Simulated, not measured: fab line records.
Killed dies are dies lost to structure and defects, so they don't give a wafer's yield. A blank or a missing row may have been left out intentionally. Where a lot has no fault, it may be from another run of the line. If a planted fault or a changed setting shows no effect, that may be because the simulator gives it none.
Which tool was responsible?    flow gf180mcu    36 wafers sampled from 12 lots at 1 step of a route of 602

## WHAT THE GAUGES READ, wafer by wafer
GF_STI_THK_MEAS_04.
lot   measured     on            STI_CVD_03_THK (nm)
L075  day 1 18:34  filmMetro-03  208.5 208.5 207.7
L077  day 2 13:31  filmMetro-02  205.1 206.3 205.3
L079  day 2 16:13  filmMetro-02  209.0 210.0 208.6
L081  day 3 00:34  filmMetro-02  205.7 206.0 206.4
L083  day 3 10:34  filmMetro-02  206.6 208.0 207.7
L085  day 3 20:34  filmMetro-01  208.1 210.2 210.1
L087  day 4 07:41  filmMetro-02  208.5 209.0 209.9
L089  day 4 16:34  filmMetro-03  207.5 207.9 208.1
L091  day 5 02:40  filmMetro-01  205.7 205.8 208.3
L093  day 5 13:48  filmMetro-03  207.3 206.7 206.1
L095  day 6 00:17  filmMetro-03  208.6 207.6 207.9
L097  day 6 09:34  filmMetro-03  211.1 210.6 207.5

## TOOL THAT RAN EACH LOT (tool first, then ch and the chambers of the sampled wafers, then the start)
The record shows no process step preceding these readings.

## THE ANSWER, worked out from the rows above alone
Rule: the usual values come from the lots themselves. The widest of any qualifying gaps counts: lots, ordered by their means at a reading, are off when they make up no more than a third of the lots, leave a main group of 4 or more, and stand apart from it by 3 or more times the standard deviation of that group's means. Not used: any main group whose means are identical at the precision the tables above print for the reading. A lot without any number at a reading at which 4 lots or more have one is off too. The other lots that the step has rows for count as sound.
Nothing can be told from this: no lot is off at any reading shown.

## WHAT THE SIMULATOR PUT IN
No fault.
